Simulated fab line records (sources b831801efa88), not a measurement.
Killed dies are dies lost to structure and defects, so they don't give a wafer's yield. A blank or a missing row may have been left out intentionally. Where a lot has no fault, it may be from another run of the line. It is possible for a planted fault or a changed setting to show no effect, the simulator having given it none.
Matching of chambers | flow sky130 | cmp-01 running SKY_LI_CONTACT_CMP_24: 4 sister chambers
The step polishes, stops on PSG, t overpolish 20 s, target thk 0 nm. 4 wafers are shown with their chamber, then 9 later ones without.

## WAFERS PAIRED WITH THEIR CHAMBERS
wafer  | chamber | motor current A (A)
L366.5 | 0       | 10.6
L366.6 | 1       | 11.3
L367.3 | 3       | 11.4
L367.6 | 2       | 10.9

## WAFERS WHOSE CHAMBER IS MISSING
wafer  | motor current A (A)
L368.1 | 11.5
L368.3 | 10.7
L368.4 | 11.4
L370.3 | 11.1
L370.4 | 11.5
L370.5 | 11.1
L371.2 | 11.9
L371.4 | 10.8
L371.5 | 11.8

## WHICH CHAMBER EACH ONE RAN IN
wafer  | from the rows above               | in truth
L368.1 | can't be placed: 3 or 1           | 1
L368.3 | can't be placed: 0 or 2           | 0
L368.4 | can't be placed: 3 or 1           | 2
L370.3 | can't be placed: 2 or 1 or 3 or 0 | 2
L370.4 | can't be placed: 3 or 1           | 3
L370.5 | can't be placed: 2 or 1 or 3 or 0 | 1
L371.2 | can't be placed: 3 or 1           | 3
L371.4 | can't be placed: 2 or 0 or 1      | 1
L371.5 | can't be placed: 3 or 1           | 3
0 of 9 placed correctly. From these rows, 9 cannot be placed; in 8 the true chamber is one of the candidates. Placed wrongly: 0.
How it was worked out, from the rows above alone: a wafer's distance from a chamber is the root of the sum, over the readings, of the square of ((its reading less the chamber's mean) divided by the reading's scatter). If the next closest chamber is less than 2 further off than the closest, the wafer can't be placed; otherwise it belongs to the closest. A chamber's mean is the mean of its shown wafers. The scatter: with one shown wafer a chamber, the root of the mean of the squares of how far each hidden wafer lies from its nearest shown one.
